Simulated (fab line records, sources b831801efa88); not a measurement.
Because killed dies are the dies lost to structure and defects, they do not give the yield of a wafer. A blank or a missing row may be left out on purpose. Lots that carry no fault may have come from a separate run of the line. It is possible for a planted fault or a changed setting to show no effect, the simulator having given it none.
A struck lot beside a sound one ; flow gf180mcu ; 29 steps out of a route of 602
Sound: these wafers, L894.2, L894.4, L894.5. Struck: wafer L908.2. (L908.1, L908.4 of the same lot were not struck and are left out.) The cause comes at the end.
Per side, at each step with rows, come the tool, then ch with its chambers, and then its first start. Under that, the readings that differ: sound wafers ; struck wafers ; difference of the means ; sigmas: that difference in standard deviations of wafers without a fault.
alike: words and numbers the same on both sides, and readings whose means are apart by under 2 such deviations; not compared: readings that were withheld, readings missing a value for some wafer, numbers with overlapping values and no deviation given by the record, and bounds like >300 which may hide the same value.
Wherever a step has rows on one side only, a row that says differs or no value, or a row with sigmas, the two part there. Non-overlapping numbers with no deviation appear without sigmas and do not part them. A reading that every wafer of one side lacks parts them only if that side has two wafers or more.

first, 1 step without rows for these wafers: GF_V1_ETCH_17 (etches SiO2 in C4F8/O2/Ar, stops on TiN, target depth 630 nm).
GF_V1_STRIP_18: strips in O2/N2.
  sound on plasmaAsher-02 ch 0,1, day 19 23:18; struck on plasmaAsher-02 ch 0, day 25 02:02
  alike: drypumpMotorCurrentA, heaterPowerW, oesProductAu
  not compared: rfHoursCounterH
then, 3 steps without rows for these wafers: GF_V1_STRIP_19 (strips in post etch residue remover, time 1200 s); GF_V1_CLEAN_20 (cleans in DIW); GF_V1_SPUTTER_21 (material Ti, target thk 15 nm, time 80.02 s).
GF_V1_SPUTTER_22: material TiN, target thk 10 nm, time 40 s.
  sound on pvdSputter-02, day 19 23:53; struck on pvdSputter-03, day 25 02:38
  alike: throttleValvePct
then, 1 step without rows for these wafers: GF_V1_CVD_23 (deposits W, target thk 350 nm, time 105.05 s).
GF_V1_RS_MEAS_24: measurement is done with a four-point probe.
  sound on filmMetro-03, day 20 00:04; struck on filmMetro-02, day 25 02:47
  alike: V1_W_RS
GF_V1_THK_MEAS_25: measures by xrf.
  sound on filmMetro-03, day 20 00:11; struck on filmMetro-02, day 25 02:54
  alike: V1_W_THK
then, 2 steps without rows for these wafers: GF_V1_CMP_26 (polishes, stops on SiO2, t overpolish 16.28 s, target thk 0 nm); GF_M2_SPUTTER_00 (material Ti, target thk 37.5 nm, time 150 s).
GF_M2_SPUTTER_01: material TiN, target thk 30 nm, time 25 s.
  sound on pvdSputter-04, day 20 00:38; struck on pvdSputter-04, day 25 03:22
  alike: throttleValvePct
GF_M2_SPUTTER_02: material AlCu, target thk 450 nm, time 23.9 s.
  sound on pvdSputter-04, day 20 00:40; struck on pvdSputter-04, day 25 03:24
reading;sound;struck;difference;sigmas
model.AlCu_of_M2_SPUTTER_02.thkNm (nm);443.1 446.6 445.8;365;-80;
  alike: throttleValvePct
GF_M2_SPUTTER_03: material Ti, target thk 10 nm, time 6.7 s.
  sound on pvdSputter-04, day 20 00:41; struck on pvdSputter-04, day 25 03:26
  alike: throttleValvePct
then, 1 step without rows for these wafers: GF_M2_SPUTTER_04 (material TiN, target thk 50 nm, time 41.7 s).
GF_M2_RS_MEAS_05: measurement is done with a four-point probe.
  sound on filmMetro-02, day 20 00:46; struck on filmMetro-04, day 25 03:29
reading;sound;struck;difference;sigmas
M2_ALCU_RS (ohm/sq);0.0706 0.0700 0.0701;0.0858;+0.0156;+19
GF_M2_THK_MEAS_06: measures by xrf.
  sound on filmMetro-02, day 20 00:53; struck on filmMetro-04, day 25 03:37
reading;sound;struck;difference;sigmas
M2_ALCU_THK (nm);442 446 443;366;-78;-13
then, 7 steps without rows for these wafers: GF_M2_DEHYDRATE_07 (time 60 s); GF_M2_HMDS_08 (prime time 60 s); GF_M2_COAT_09 (resist thk 1000 nm); GF_M2_SOFTBAKE_10 (time 60 s); GF_M2_EXPOSE_11 (exposes mask Metal2, target cd 280 nm); GF_M2_PEB_12 (peb time 90 s); GF_M2_DEVELOP_13 (develop time 60 s).
GF_M2_CD_MEAS_14 targets a cd of 280 nm.
  sound on cdSem-02, day 21 01:17; struck on cdSem-02, day 26 01:25
  alike: cdNm
GF_M2_OVL_MEAS_15:
  sound on overlay-02, day 21 01:24; struck on overlay-02, day 26 01:32
  alike: M2_OVL
GF_M2_METAL_ETCH_16: etches the open film in Cl2/BCl3, stops on SiO2, target depth 627.5 nm, time 104.6 s.
  sound on rieMetal-02 ch 0,1, day 21 01:26; struck on rieMetal-04 ch 1, day 26 01:34
reading;sound;struck;difference;sigmas
oesProductAu (a.u.);0.970 0.969 0.963;0.888;-0.079;-11
throttleValvePct (%);28.251 28.259 28.234;28.346;+0.098;+8
  alike: drypumpMotorCurrentA
  not compared: rfHoursCounterH
GF_M2_STRIP_17: strips in O2/N2.
  sound on plasmaAsher-02 ch 0,1, day 21 01:32; struck on plasmaAsher-01 ch 1, day 26 01:41
reading;sound;struck;difference;sigmas
stripTimeToEndpointS (s);7.81 7.80 7.82;7.90;+0.09;+2
  alike: drypumpMotorCurrentA, heaterPowerW, oesProductAu
  not compared: rfHoursCounterH
GF_PASSIVATION_PROBE_99:
  sound wafers here have rows in the record (prober-01, day 30 12:59); struck ones have none

## WHERE THEY PART
At GF_M2_RS_MEAS_05 first; at GF_PASSIVATION_PROBE_99 last (within this record only).

WHY: what had been put in by the simulator
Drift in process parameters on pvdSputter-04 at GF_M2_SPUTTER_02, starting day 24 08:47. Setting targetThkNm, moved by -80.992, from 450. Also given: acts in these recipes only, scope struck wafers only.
